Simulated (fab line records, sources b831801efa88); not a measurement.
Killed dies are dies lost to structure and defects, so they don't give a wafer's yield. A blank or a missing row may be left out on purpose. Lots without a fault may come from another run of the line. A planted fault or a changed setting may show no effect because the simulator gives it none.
A struck lot beside a sound one | flow sky130 | 15 steps out of a route of 708
Sound: wafers L511.3, L511.5, L511.6. Struck: wafers L516.2, L516.4, L516.5. The cause comes at the end.
At each step with rows: each side's tool, then ch and its chambers, then its first start. Under that, the readings that differ: sound wafers | struck wafers | difference of the means | sigmas: that difference in standard deviations of wafers without a fault.
alike: readings whose means differ by less than 2 such deviations, and words and numbers that are the same on both sides. not compared: withheld readings, readings that some wafer has no value for, bounds like >300 that may hide the same value, and numbers for which the record gives no deviation and whose values overlap.
The two part at a step that has a row with sigmas, a row that says differs or no value, or rows on one side only. Numbers that don't overlap but have no deviation are shown without sigmas and don't part them. A reading that every wafer of one side lacks parts them only if that side has two wafers or more.

first, 1 step without rows for these wafers: SKY_LDD_HVP_IMPLANT_08.
SKY_LDD_HVP_STRIP_09: strips in O2/N2.
  sound on plasma_asher-02 ch 0,1, day 24 16:58; struck on plasma_asher-02 ch 0,1, day 26 05:29
  alike: drypump_motor_current_A, oes_product_au, strip_time_to_endpoint_s
  not compared: rf_hours_counter_h
SKY_LDD_HVP_TW_MEAS_10:
  sound on film_metro-01, day 24 17:03; struck on film_metro-03, day 26 05:35
  alike: LDD_HVP_TW
then, 7 steps without rows for these wafers: SKY_LDD_LDN_DEHYDRATE_00 (time 60 s); SKY_LDD_LDN_HMDS_01 (prime time 60 s); SKY_LDD_LDN_COAT_02 (resist thk 1140 nm); SKY_LDD_LDN_SOFTBAKE_03 (time 60 s); SKY_LDD_LDN_EXPOSE_04 (exposes mask LDNTM, target cd 700 nm); SKY_LDD_LDN_PEB_05; SKY_LDD_LDN_DEVELOP_06 (develop time 60 s).
SKY_LDD_LDN_OVL_MEAS_07:
  sound on overlay-02, day 25 22:00; struck on overlay-02, day 27 11:05
  alike: LDD_LDN_OVL
then, 1 step without rows for these wafers: SKY_LDD_LDN_IMPLANT_08.
SKY_LDD_LDN_IMPLANT_09:
  sound on implanter-04 ch 0, day 25 22:14; struck on implanter-04 ch 0, day 27 11:17
  reading            | sound                            | struck                        | difference | sigmas
  dose_ions_cm2      | 1.2489e+13 1.2509e+13 1.2517e+13 | 9.243e+12 9.262e+12 9.254e+12 | -3.252e+12 | -99 or more
  faraday_current_uA | 70.1 71.1 69.5                   | 53.8 51.3 54.2                | -17.1      | -12
then, 1 step without rows for these wafers: SKY_LDD_LDN_IMPLANT_10.
-- the record jumps here: 21 days lie between the struck wafers' starts before and after (it left off in module LDD_LDN and takes up again in module PAD_OPEN, whose first step shown is number 708 of the route) --
SKY_PAD_OPEN_PROBE_99:
  sound on prober-01, day 47 20:37; struck on prober-01, day 48 21:13
  reading                         | sound          | struck         | difference | sigmas
  model.etest.tip_sonos.rs_ohm_sq | 2632 2614 2616 | 2729 2759 2696 | +107       |
  alike: killed_at_M0_to_M3, killed_at_M4_up, killed_at_contacts, killed_at_front_end, killed_at_other, killed_dies, killed_open, killed_short

WHERE THEY PART
Only at SKY_LDD_LDN_IMPLANT_09, within this record. Later steps at which nothing parts them and some readings are alike: SKY_PAD_OPEN_PROBE_99.

WHY: what the simulator had put in
Process parameter drift: implanter-04, from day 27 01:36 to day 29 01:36, at SKY_LDD_LDN_IMPLANT_09. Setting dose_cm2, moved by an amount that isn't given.
